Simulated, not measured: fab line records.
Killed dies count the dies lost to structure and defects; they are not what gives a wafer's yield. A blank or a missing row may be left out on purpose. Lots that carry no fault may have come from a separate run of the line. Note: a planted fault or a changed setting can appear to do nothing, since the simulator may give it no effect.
Which tool was responsible? -- flow sfqLine -- 15 lots with 42 wafers sampled at 2 steps, on a route of 325 steps

WHAT THE GAUGES READ, wafer by wafer
SFQ_I5_OVL_MEAS_936. Usual: I5_OVL gives 1 nm (standard deviation 5.6).
lot,measured,on,I5_OVL (nm),flag
L110,day 52 08:51,overlay-02,3 11 9,
L111,day 52 12:28,overlay-01,5 8 1,
L113,day 52 16:02,overlay-01,17 7,
L114,day 52 18:28,overlay-02,-3 -5,
L117,day 53 05:14,overlay-01,4 8,
L122,day 61 21:35,overlay-01,1 -1 -7,
L123,day 61 22:46,overlay-02,2 3 5,
L124,day 61 23:58,overlay-01,-2 8 7,
L126,day 69 00:19,overlay-01,-2 1 0,
L127,day 69 01:31,overlay-01,1 13 4,
L128,day 69 02:43,overlay-01,-2 -4 -1,
L129,day 69 03:55,overlay-01,3 -1 6,
L130,day 69 05:07,overlay-01,7 8 15,
L132,day 69 08:43,overlay-01,-6 -2 -1,
L133,day 69 13:37,overlay-02,4 -2 -4,

WHICH TOOL RAN EACH LOT (tool, then ch and the chambers of the sampled wafers, then the start)
lot,SFQ_TRILAYER_R5_DEP_SPUTTER_134
L110,"pvdSputter-03, day 44 05:10"
L111,"pvdSputter-05, day 44 08:10"
L113,"pvdSputter-04, day 46 00:17"
L114,"pvdSputter-04, day 46 02:10"
L117,"pvdSputter-03, day 46 14:10"
L122,"pvdSputter-04, day 61 06:10"
L123,"pvdSputter-03, day 61 06:58"
L124,"pvdSputter-05, day 61 09:10"
L126,"pvdSputter-05, day 61 12:10"
L127,"pvdSputter-03, day 61 12:58"
L128,"pvdSputter-05, day 61 15:10"
L129,"pvdSputter-03, day 61 15:58"
L130,"pvdSputter-05, day 61 18:10"
L132,"pvdSputter-04, day 61 21:58"
L133,"pvdSputter-05, day 62 00:58"
- SFQ_TRILAYER_R5_DEP_SPUTTER_134: material Ti, target thk 5 nm, time 5 s.

WHAT THE TOOLS THEMSELVES READ (means of the sampled wafers that have a number; where no wafer has one, the mark that the record gives instead)
SFQ_TRILAYER_R5_DEP_SPUTTER_134. Usual: throttleValvePct 30.3 %, standard deviation 1.5.
lot,tool,throttleValvePct (%),flag
L110,pvdSputter-03,29.5,
L111,pvdSputter-05,29.6,
L113,pvdSputter-04,31.2,
L114,pvdSputter-04,31.4,
L117,pvdSputter-03,31.2,
L122,pvdSputter-04,30.9,
L123,pvdSputter-03,30.1,
L124,pvdSputter-05,30.5,
L126,pvdSputter-05,29.7,
L127,pvdSputter-03,30.3,
L128,pvdSputter-05,31.4,
L129,pvdSputter-03,30.9,
L130,pvdSputter-05,31.0,
L132,pvdSputter-04,31.1,
L133,pvdSputter-05,31.9,

THE ANSWER, worked out from the rows above alone
Rule: lot off if the mean of its wafers having a number is beyond 3 standard deviations from the usual mean. Also off: a lot with no number at a reading for which 4 or more lots have one. All remaining lots with rows at the step are treated as sound. Order of review: gauges by route order, followed by the tools' own readings, for which a lot's mean as printed above is used. At the first step where some lot is off, the reading lying furthest off is the one used; lots without a number count as furthest.
Nothing can be told from this: no lot is off at any reading shown.

WHAT THE SIMULATOR HAD PUT IN
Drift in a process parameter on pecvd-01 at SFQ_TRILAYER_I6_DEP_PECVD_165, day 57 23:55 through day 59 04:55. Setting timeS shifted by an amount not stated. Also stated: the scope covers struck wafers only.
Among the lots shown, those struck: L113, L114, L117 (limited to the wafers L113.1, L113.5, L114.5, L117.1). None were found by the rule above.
